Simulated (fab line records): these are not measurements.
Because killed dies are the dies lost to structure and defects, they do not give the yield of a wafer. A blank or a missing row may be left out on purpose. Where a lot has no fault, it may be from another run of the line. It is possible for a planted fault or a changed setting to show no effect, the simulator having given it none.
A struck lot beside a sound one	flow sfq_line	14 out of 325 route steps
Sound: wafers L290.2, L290.5, L290.6. Struck: wafer L303.3 (L303.2, L303.4, from the same lot, were not struck and are left out); the cause is given at the end.
Order at every step that has rows: each side's tool, ch and its chambers, its first start. Under that, the readings that differ: sound wafers	struck wafers	difference of the means	sigmas: that difference in standard deviations of wafers without a fault.
alike: a reading whose means differ by less than 2 such deviations, as well as words and numbers matching on both sides. not compared: withheld readings; readings where some wafer has no value; bounds like >300 that might hide an equal value; numbers whose values overlap and for which the record gives no deviation.
The two part at a step that has a row with sigmas, a row that says differs or no value, or rows on one side only. Numbers that don't overlap but have no deviation are shown without sigmas and don't part them. A reading missing from all wafers of one side parts the sides only when that side holds two or more wafers.

SFQ_TRILAYER_I4_DEP_PECVD_099: deposits SiO2 from SiH4/N2O, time 111.11 s, target thk 500 nm.
  sound on pecvd-02 ch 0,1, day 49 17:20; struck on pecvd-04 ch 1, day 54 08:44
  alike: heater_power_w, throttle_valve_pct
SFQ_TRILAYER_I4_CMP_CMP_100: polishes SiO2.
  sound on cmp-01 ch 1,2,3, day 49 23:36; struck on cmp-01 ch 0, day 54 09:11
  alike: motor_current_A, time_to_endpoint_s
SFQ_I4_BOW_MEAS_927:
  sound on film_metro-01, day 50 01:07; struck on film_metro-03, day 54 12:12
reading	sound	struck	difference	sigmas
I4_BOW (um)	8 15 13	-7	-19	-2
SFQ_TRILAYER_I4_METRO_MEASURE_101:
  sound on film_metro-01, day 50 01:25; struck on film_metro-03, day 54 12:30
  alike: thk_nm
then, 6 steps without rows for these wafers: SFQ_TRILAYER_I4_VIA_LITHO_COAT_108 (resist thk 62 nm); SFQ_TRILAYER_I4_VIA_LITHO_COAT_103 (resist thk 650 nm); SFQ_TRILAYER_I4_VIA_LITHO_SOFTBAKE_107; SFQ_TRILAYER_I4_VIA_LITHO_EXPOSE_104 (exposes mask I4, target cd 700 nm); SFQ_TRILAYER_I4_VIA_LITHO_PEB_106 (peb time 60 s); SFQ_TRILAYER_I4_VIA_LITHO_DEVELOP_105 (time 60 s).
-- the record jumps here: 5 days lie between the struck wafers' starts before and after --
SFQ_I4_OVL_MEAS_928:
  sound on overlay-02, day 55 06:38; struck on overlay-01, day 59 22:17
  alike: I4_OVL
SFQ_TRILAYER_I4_VIA_BARC_OPEN_VIA_ETCH_146: etches BARC in O2, target depth 125 nm, time 41.7 s.
  sound on rie_diel-01 ch 0,1, day 55 06:40; struck on rie_diel-02 ch 1, day 59 22:19
reading	sound	struck	difference	sigmas
drypump_motor_current_A (A)	5.8 5.8 5.8	4.9	-0.9	-3
  alike: bias_w, oes_product_au
  not compared: rf_hours_counter_h
SFQ_TRILAYER_I4_VIA_ETCH_VIA_ETCH_106: etches SiO2 in CHF3, stops on Nb, target depth 260 nm.
  sound on rie_diel-01 ch 0,1, day 55 06:42; struck on rie_diel-02 ch 1, day 59 22:21
reading	sound	struck	difference	sigmas
bias_w (W)	79.71 79.93 80.20	78.10	-1.85	-7
drypump_motor_current_A (A)	5.9 5.9 5.8	5.0	-0.9	-3
  alike: oes_product_au
SFQ_TRILAYER_I4_VIA_STRIP_STRIP_107: strips in O2.
  sound on rie_metal-04 ch 0,1, day 55 06:49; struck on rie_metal-01 ch 0, day 59 22:28
  alike: drypump_motor_current_A, oes_product_au
  not compared: rf_hours_counter_h

## WHERE THEY PART
Last at SFQ_TRILAYER_I4_VIA_ETCH_VIA_ETCH_106 as far as this record goes, first at SFQ_I4_BOW_MEAS_927. Later steps at which nothing parts them and some readings are alike: SFQ_TRILAYER_I4_VIA_STRIP_STRIP_107.

WHY: whatever the simulator had introduced
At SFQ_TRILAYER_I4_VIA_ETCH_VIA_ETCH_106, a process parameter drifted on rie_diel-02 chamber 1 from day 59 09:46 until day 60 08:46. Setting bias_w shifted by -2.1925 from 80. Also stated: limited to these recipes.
